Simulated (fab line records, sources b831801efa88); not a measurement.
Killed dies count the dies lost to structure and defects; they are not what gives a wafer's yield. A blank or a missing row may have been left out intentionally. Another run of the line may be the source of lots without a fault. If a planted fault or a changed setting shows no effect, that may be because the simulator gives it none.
Which tool was responsible? / flow gf180mcu / 7 lots, 20 wafers sampled, at 2 steps of a route of 602

WHAT EACH GAUGE READ, for each wafer
GF_V3_BOW_MEAS_05.
lot=L339; measured=day 22 14:35; on=film metro-03; V3_BOW (um)=126 121 120
lot=L341; measured=day 23 02:02; on=film metro-01; V3_BOW (um)=116 119 141
lot=L344; measured=day 24 09:10; on=film metro-03; V3_BOW (um)=125 114
lot=L346; measured=day 24 13:11; on=film metro-02; V3_BOW (um)=107 113 119
lot=L349; measured=day 25 19:01; on=film metro-03; V3_BOW (um)=115 106 109
lot=L353; measured=day 26 18:01; on=film metro-03; V3_BOW (um)=118 115 108
lot=L358; measured=day 28 09:48; on=film metro-01; V3_BOW (um)=115 100 127

TOOL THAT RAN EACH LOT (tool first, then ch and the chambers of the sampled wafers, then the start)
lot=L339; GF_M3_STRIP_18=wet bench-03 ch 3, day 22 13:35
lot=L341; GF_M3_STRIP_18=wet bench-02 ch 2, day 23 01:01
lot=L344; GF_M3_STRIP_18=wet bench-03 ch 3, day 24 08:08
lot=L346; GF_M3_STRIP_18=wet bench-03 ch 0, day 24 12:11
lot=L349; GF_M3_STRIP_18=wet bench-03 ch 0, day 25 17:57
lot=L353; GF_M3_STRIP_18=wet bench-03 ch 1, day 26 16:59
lot=L358; GF_M3_STRIP_18=wet bench-02 ch 0, day 28 08:46
- GF_M3_STRIP_18: strips in post etch residue remover, time 1200 s.

THE ANSWER, worked out from the rows above alone
Rule: usual is defined by the lots themselves. The widest of any qualifying gaps counts: lots, ordered by their means at a reading, are off when they make up no more than a third of the lots, leave a main group of 4 or more, and stand apart from it by 3 or more times the standard deviation of that group's means. A main group is skipped when, at the precision printed for the reading in the tables above, its means are all equal. A lot without any number at a reading at which 4 lots or more have one is off too. All remaining lots with rows at the step are treated as sound.
None of the lots is off at any reading shown; this tells nothing.

WHAT THE SIMULATOR HAD INSERTED
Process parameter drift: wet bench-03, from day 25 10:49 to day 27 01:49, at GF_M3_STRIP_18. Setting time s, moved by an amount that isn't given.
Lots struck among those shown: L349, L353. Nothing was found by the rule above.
